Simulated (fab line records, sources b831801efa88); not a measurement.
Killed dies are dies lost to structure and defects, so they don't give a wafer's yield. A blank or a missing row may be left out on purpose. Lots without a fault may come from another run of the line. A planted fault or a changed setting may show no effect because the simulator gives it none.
Which tool did it? | flow sky130 | 13 lots, 39 wafers sampled, at 6 steps of a route of 708

WHAT THE GAUGES READ, wafer by wafer
SKY_POLY_CUT_CD_MEAS_08: target cd 270 nm. Usual: cd_nm 269.8 nm, standard deviation 1.2.
lot  | measured     | on        | cd_nm (nm)        | flag
L254 | day 24 01:26 | cd_sem-01 | 269.4 270.0 270.3 |
L253 | day 24 01:46 | cd_sem-02 | 271.8 271.8 271.1 |
L255 | day 25 22:04 | cd_sem-01 | 269.9 269.5 269.3 |
L259 | day 29 15:34 | cd_sem-02 | 269.2 268.9 268.1 |
L262 | day 29 15:48 | cd_sem-01 | 270.1 269.4 269.5 |
L261 | day 29 18:06 | cd_sem-02 | 271.1 270.9 270.5 |
L267 | day 30 01:02 | cd_sem-02 | 269.3 268.0 269.4 |
L268 | day 30 02:09 | cd_sem-01 | 270.2 270.4 271.3 |
L270 | day 30 03:54 | cd_sem-02 | 270.2 270.1 268.8 |
L272 | day 30 15:01 | cd_sem-01 | 270.3 268.5 268.7 |
L273 | day 30 17:48 | cd_sem-02 | 271.1 269.8 270.2 |
L274 | day 30 21:18 | cd_sem-01 | 269.0 269.1 268.2 |
L276 | day 31 20:47 | cd_sem-02 | 271.7 270.5 269.8 |

SKY_POLY_CUT_OVL_MEAS_09. Usual: POLY_CUT_OVL 0 nm, standard deviation 5.2.
lot  | measured     | on         | POLY_CUT_OVL (nm) | flag
L254 | day 24 01:32 | overlay-01 | -6 -3 -10         |
L253 | day 24 01:53 | overlay-01 | 1 4 -2            |
L255 | day 25 22:11 | overlay-01 | 1 -1 -2           |
L259 | day 29 15:41 | overlay-01 | -8 -5 -7          |
L262 | day 29 15:55 | overlay-02 | 5 10 0            |
L261 | day 29 18:13 | overlay-02 | -2 5 -5           |
L267 | day 30 01:08 | overlay-02 | -5 -6 -10         |
L268 | day 30 02:16 | overlay-01 | 0 7 1             |
L270 | day 30 04:01 | overlay-01 | -2 7 -3           |
L272 | day 30 15:07 | overlay-01 | 2 -5 5            |
L273 | day 30 17:55 | overlay-01 | 2 0 5             |
L274 | day 30 21:25 | overlay-01 | -4 1 8            |
L276 | day 31 20:53 | overlay-01 | 7 8 3             |

SKY_SD_N_TW_MEAS_12. Usual: SD_N_TW 3969, standard deviation 16.
lot  | measured     | on            | SD_N_TW        | flag
L254 | day 27 16:49 | film_metro-04 | 3921 3931 3937 |
L253 | day 27 17:51 | film_metro-02 | 3956 3968 3960 |
L255 | day 29 11:54 | film_metro-02 | 3943 3950 3942 |
L259 | day 33 02:46 | film_metro-03 | 3972 3965 3956 |
L262 | day 33 04:06 | film_metro-03 | 30 30 30       | OFF
L261 | day 33 06:36 | film_metro-04 | 3951 3966 3969 |
L267 | day 33 12:23 | film_metro-04 | 3950 3987 3959 |
L268 | day 33 13:24 | film_metro-03 | 3992 3987 3984 |
L270 | day 33 15:18 | film_metro-02 | 3995 3980 3968 |
L272 | day 34 01:19 | film_metro-02 | 3986 3967 3975 |
L273 | day 34 04:45 | film_metro-03 | 3965 3969 3967 |
L274 | day 34 08:13 | film_metro-02 | 3971 3968 3943 |
L276 | day 35 04:43 | film_metro-03 | 3981 3996 3982 |

WHICH TOOL RAN EACH LOT (tool, then ch and the chambers of the sampled wafers, then the start)
lot  | SKY_SD_P_STRIP_10                    | SKY_RES_XHIGH_STRIP_08               | SKY_SD_N_STRIP_11
L254 | plasma_asher-02 ch 0, day 25 06:58   | plasma_asher-04 ch 0,1, day 26 12:20 | plasma_asher-02 ch 0,1, day 27 16:43
L253 | plasma_asher-04 ch 0,1, day 25 07:09 | plasma_asher-01 ch 0,1, day 26 12:31 | plasma_asher-01 ch 0,1, day 27 17:45
L255 | plasma_asher-03 ch 0,1, day 27 03:13 | plasma_asher-04 ch 0, day 28 07:16   | plasma_asher-02 ch 0,1, day 29 11:48
L259 | plasma_asher-04 ch 0,1, day 30 19:45 | plasma_asher-01 ch 0,1, day 31 23:36 | plasma_asher-02 ch 0,1, day 33 02:40
L262 | plasma_asher-02 ch 0,1, day 30 20:21 | plasma_asher-01 ch 0,1, day 32 00:38 | plasma_asher-04 ch 1, day 33 04:00
L261 | plasma_asher-02 ch 0,1, day 30 22:33 | plasma_asher-03 ch 0, day 32 02:56   | plasma_asher-02 ch 0,1, day 33 06:30
L267 | plasma_asher-03 ch 0,1, day 31 05:47 | plasma_asher-03 ch 0,1, day 32 09:11 | plasma_asher-01 ch 0,1, day 33 12:17
L268 | plasma_asher-04 ch 0,1, day 31 07:09 | plasma_asher-03 ch 0,1, day 32 10:11 | plasma_asher-01 ch 0,1, day 33 13:18
L270 | plasma_asher-02 ch 0,1, day 31 08:24 | plasma_asher-04 ch 0,1, day 32 11:37 | plasma_asher-01 ch 0,1, day 33 15:12
L272 | plasma_asher-03 ch 0,1, day 31 19:43 | plasma_asher-03 ch 0,1, day 32 21:37 | plasma_asher-01 ch 0,1, day 34 01:13
L273 | plasma_asher-02 ch 0,1, day 31 22:27 | plasma_asher-04 ch 0,1, day 33 01:16 | plasma_asher-01 ch 0, day 34 04:39
L274 | plasma_asher-02 ch 0,1, day 32 02:01 | plasma_asher-04 ch 0,1, day 33 05:21 | plasma_asher-01 ch 0, day 34 08:07
L276 | plasma_asher-02 ch 0,1, day 32 22:35 | plasma_asher-01 ch 0,1, day 34 01:29 | plasma_asher-04 ch 0,1, day 35 04:38
- SKY_SD_P_STRIP_10: strips in O2/N2.
- SKY_RES_XHIGH_STRIP_08: strips in O2/N2.
- SKY_SD_N_STRIP_11: strips in O2/N2.

WHAT THE TOOLS THEMSELVES READ (means of the sampled wafers that have a number; where no wafer has one, the mark that the record gives instead)
SKY_SD_P_STRIP_10. Usual: drypump_motor_current_A 5.8 A, standard deviation 0.68; oes_product_au 0.618 a.u., standard deviation 0.0048; strip_time_to_endpoint_s 17.50 s, standard deviation 0.043.
lot  | tool            | drypump_motor_current_A (A) | oes_product_au (a.u.) | strip_time_to_endpoint_s (s) | flag
L254 | plasma_asher-02 | 6.8                         | 0.620                 | 17.53                        |
L253 | plasma_asher-04 | 6.1                         | 0.619                 | 17.55                        |
L255 | plasma_asher-03 | 5.5                         | 0.613                 | 17.55                        |
L259 | plasma_asher-04 | 6.1                         | 0.618                 | 17.50                        |
L262 | plasma_asher-02 | 5.8                         | 0.618                 | 17.47                        |
L261 | plasma_asher-02 | 6.3                         | 0.616                 | 17.44                        |
L267 | plasma_asher-03 | 5.2                         | 0.618                 | 17.52                        |
L268 | plasma_asher-04 | 6.1                         | 0.619                 | 17.49                        |
L270 | plasma_asher-02 | 5.9                         | 0.620                 | 17.52                        |
L272 | plasma_asher-03 | 5.5                         | 0.617                 | 17.51                        |
L273 | plasma_asher-02 | 6.2                         | 0.615                 | 17.44                        |
L274 | plasma_asher-02 | 6.3                         | 0.617                 | 17.52                        |
L276 | plasma_asher-02 | 5.8                         | 0.617                 | 17.52                        |

SKY_RES_XHIGH_STRIP_08. Usual: drypump_motor_current_A 5.6 A, standard deviation 0.45; oes_product_au 0.711 a.u., standard deviation 0.0047; strip_time_to_endpoint_s 14.25 s, standard deviation 0.041.
lot  | tool            | drypump_motor_current_A (A) | oes_product_au (a.u.) | strip_time_to_endpoint_s (s) | flag
L254 | plasma_asher-04 | 6.1                         | 0.711                 | 14.27                        |
L253 | plasma_asher-01 | 5.4                         | 0.711                 | 14.28                        |
L255 | plasma_asher-04 | 5.3                         | 0.709                 | 14.26                        |
L259 | plasma_asher-01 | 5.4                         | 0.713                 | 14.26                        |
L262 | plasma_asher-01 | 5.5                         | 0.915                 | -                            | OFF
L261 | plasma_asher-03 | 5.8                         | 0.707                 | 14.25                        |
L267 | plasma_asher-03 | 5.5                         | 0.708                 | 14.31                        |
L268 | plasma_asher-03 | 5.5                         | 0.711                 | 14.27                        |
L270 | plasma_asher-04 | 6.1                         | 0.710                 | 14.25                        |
L272 | plasma_asher-03 | 5.5                         | 0.720                 | 14.34                        |
L273 | plasma_asher-04 | 6.0                         | 0.711                 | 14.20                        |
L274 | plasma_asher-04 | 6.1                         | 0.712                 | 14.26                        |
L276 | plasma_asher-01 | 5.4                         | 0.710                 | 14.26                        |

SKY_SD_N_STRIP_11. Usual: drypump_motor_current_A 5.8 A, standard deviation 0.6; oes_product_au 0.528 a.u., standard deviation 0.0043; strip_time_to_endpoint_s 22.55 s, standard deviation 0.033.
lot  | tool            | drypump_motor_current_A (A) | oes_product_au (a.u.) | strip_time_to_endpoint_s (s) | flag
L254 | plasma_asher-02 | 6.3                         | 0.531                 | 22.57                        |
L253 | plasma_asher-01 | 5.5                         | 0.524                 | 22.55                        |
L255 | plasma_asher-02 | 5.9                         | 0.527                 | 22.56                        |
L259 | plasma_asher-02 | 6.2                         | 0.525                 | 22.53                        |
L262 | plasma_asher-04 | 6.5                         | 0.579                 | 30.52                        | OFF
L261 | plasma_asher-02 | 6.2                         | 0.530                 | 22.56                        |
L267 | plasma_asher-01 | 5.4                         | 0.526                 | 22.54                        |
L268 | plasma_asher-01 | 5.5                         | 0.526                 | 22.53                        |
L270 | plasma_asher-01 | 5.5                         | 0.528                 | 22.54                        |
L272 | plasma_asher-01 | 5.4                         | 0.528                 | 22.56                        |
L273 | plasma_asher-01 | 5.3                         | 0.528                 | 22.57                        |
L274 | plasma_asher-01 | 5.3                         | 0.524                 | 22.55                        |
L276 | plasma_asher-04 | 5.7                         | 0.526                 | 22.53                        |

THE ANSWER, worked out from the rows above alone
Rule: a lot is off if the mean of its wafers that have a number lies more than 3 standard deviations from the usual mean. A lot without any number at a reading at which 4 lots or more have one is off too. The other lots that the step has rows for count as sound. The gauges are gone through in route order, then the tools' own readings, and for those a lot's mean is taken as printed above. The first step at which some lot is off is used, and at that step the reading that is off furthest; a lot without a number counts as furthest.
Off: L262, at SKY_SD_N_TW_MEAS_12 (SD_N_TW).
A tool fits if, at a process step before that reading, it ran every lot that is off, and no sound lot after the first of them. The gauges at SKY_SD_N_TW_MEAS_12 aren't tried: what is off there is off at SKY_RES_XHIGH_STRIP_08 too, on other tools, and a gauge's error can't cause that. None of those tried fits.

WHAT THE SIMULATOR HAD PUT IN
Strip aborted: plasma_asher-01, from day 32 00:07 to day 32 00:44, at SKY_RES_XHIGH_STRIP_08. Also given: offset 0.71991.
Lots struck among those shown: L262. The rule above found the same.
